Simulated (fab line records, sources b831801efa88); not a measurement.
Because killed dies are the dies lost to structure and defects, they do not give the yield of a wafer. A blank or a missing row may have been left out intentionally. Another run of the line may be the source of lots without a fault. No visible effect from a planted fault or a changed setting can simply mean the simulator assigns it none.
2 desks looking at one fault | flow sky130 | what lay behind the numbers comes last; until then each desk has only its own

== FOR THE TOOL OWNER'S DESK: pecvd-04 ==
The tool's own readings at SKY_CAP2M_CVD_00 (deposits SiO2, target thk 15.5 nm): means of the sampled wafers that have a number, for each lot that ran on this tool. Any lot whose mean is over 4 standard deviations away from the usual mean is out of limits and marked OUT; that distance is given in the brackets.
Columns: A = heater_power_w at SKY_CAP2M_CVD_00, usual 711 W
lot  | first seen here | A
L177 | day 39 11:41    | 733
L180 | day 40 14:01    | 707
L183 | day 41 17:47    | 800
L188 | day 43 02:14    | 750
L193 | day 44 06:42    | 765
L195 | day 44 19:33    | 710
Result from this desk: across the 6 lots, nothing is out of limits.

== FROM THE METROLOGY DESK ==
Means of the sampled wafers that have a number, per lot and without regard to the tool the lot ran on: this is what the gauges read. Any lot whose mean is over 4 standard deviations away from the usual mean is out of limits and marked OUT; that distance is given in the brackets.
Columns: A = METAL3_OVL at SKY_METAL3_OVL_MEAS_14, usual -4 nm; B = CAP2M_CVD_00_THK at SKY_CAP2M_THK_MEAS_01, usual 15.41 nm; C = CAP2M_OVL at SKY_CAP2M_OVL_MEAS_12, usual -1.2 nm
lot  | first seen here | A   | B                | C
L177 | day 38 07:31    | -15 | 15.39            | -0.2
L179 | day 39 08:44    | -7  | 15.32            | -1.7
L180 | day 39 10:07    | 0   | 15.42            | -1.6
L182 | day 40 03:47    | -4  | 15.52            | -0.4
L183 | day 40 14:26    | -3  | 15.37            | -0.5
L184 | day 40 20:56    | -8  | 15.59            | -2.0
L186 | day 41 06:38    | -6  | 15.34            | -1.8
L187 | day 41 16:28    | -2  | 15.42            | -3.3
L188 | day 42 00:16    | -5  | 15.29            | -2.9
L189 | day 42 08:37    | -12 | 15.46            | -0.0
L193 | day 43 04:23    | -8  | 14.46 (-5.2) OUT | -1.4
L195 | day 43 17:52    | -4  | 14.73            | 0.3
This desk finds L193 out of limits, with the earliest case on L193 at day 44 06:44 (CAP2M_CVD_00_THK at SKY_CAP2M_THK_MEAS_01). L177, L179, L180, L182, L183, L184, L186, L187, L188, L189, L195: within limits.

== TAKEN TOGETHER ==
At day 44 06:44 the metrology desk could have sounded an alarm, on L193.
Nothing out of limits was seen by the tool owner's desk.
The tool owner's desk has L193 on record, within its limits.
SKY_CAP2M_CVD_00 was run on pecvd-04 by each of the lots named.

== WHAT THE SIMULATOR PUT IN ==
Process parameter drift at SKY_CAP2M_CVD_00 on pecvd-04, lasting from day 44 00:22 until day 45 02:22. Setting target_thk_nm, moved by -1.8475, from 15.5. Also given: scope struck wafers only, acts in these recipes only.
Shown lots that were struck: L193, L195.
Time in hours between the start of the fault and the first out-of-limits reading at each desk: metrology desk, 6.
